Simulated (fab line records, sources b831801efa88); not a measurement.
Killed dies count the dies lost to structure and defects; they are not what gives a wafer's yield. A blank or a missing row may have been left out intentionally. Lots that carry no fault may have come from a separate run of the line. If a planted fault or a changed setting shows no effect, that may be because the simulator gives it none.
One fault through the eyes of 2 desks ; flow sky130 ; each desk has only its own numbers; what lay behind them comes last

## THE TOOL OWNER'S DESK: krfScanner-02
The tool's own readings at SKY_METAL3_EXPOSE_10 (exposes mask MM3, target cd 300 nm): means of the sampled wafers that have a number, for each lot that ran on this tool. Marked OUT: a lot whose mean sits more than 4 standard deviations from the usual mean, which makes it out of limits; the brackets give that distance.
Columns: A = exposureDoseMJCm2 at SKY_METAL3_EXPOSE_10, usual 27.99
lot;first seen here;A
L649;day 38 12:09;28.00
L651;day 39 09:19;28.01
L654;day 40 05:35;27.42 (-17) OUT
L655;day 40 06:37;27.43 (-17) OUT
L661;day 42 09:54;27.62 (-11) OUT
Finding of this desk: L654, L655, L661 out of limits; the first was L654 at day 40 05:35, on exposureDoseMJCm2 at SKY_METAL3_EXPOSE_10. In limits: L649, L651.

## THE METROLOGY DESK
Means of the sampled wafers that have a number, per lot and without regard to the tool the lot ran on: this is what the gauges read. Marked OUT: a lot whose mean sits more than 4 standard deviations from the usual mean, which makes it out of limits; the brackets give that distance.
Columns: A = LI_CONTACT_BOW at SKY_LI_CONTACT_BOW_MEAS_03, usual 55 um; B = CONTACT_OVL at SKY_CONTACT_OVL_MEAS_15, usual -1 nm
lot;first seen here;A;B
L647;day 27 18:41;52;-3
L648;day 28 05:14;57;2
L649;day 28 11:58;55;-7
L650;day 29 01:02;55;-3
L651;day 29 13:37;56;-8
L654;day 30 12:41;62;3
L655;day 30 13:33;49;7
L660;day 32 17:07;60;-2
L661;day 33 01:12;55;-9
L666;day 34 17:40;57;-5
L668;day 35 05:54;60;-3
L670;day 35 08:44;55;-2
Result from this desk: across the 12 lots, nothing is out of limits.

## ALL TOGETHER
The tool owner's desk had the chance to raise an alarm at day 40 05:35 on L654, L655, L661.
Nothing out of limits was seen by the metrology desk.
The metrology desk has L654, L655, L661 on record, within its limits.
Every lot named ran SKY_METAL3_EXPOSE_10 on krfScanner-02.

## WHAT THE SIMULATOR HAD PUT IN
Process parameters drifting: krfScanner-02 at SKY_METAL3_EXPOSE_10, beginning at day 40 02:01. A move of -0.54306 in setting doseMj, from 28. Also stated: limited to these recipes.
Struck lots among those shown: L654, L655, L661.
How many hours passed from the start of the fault until each desk's first out-of-limits reading: the tool owner's desk, 4.
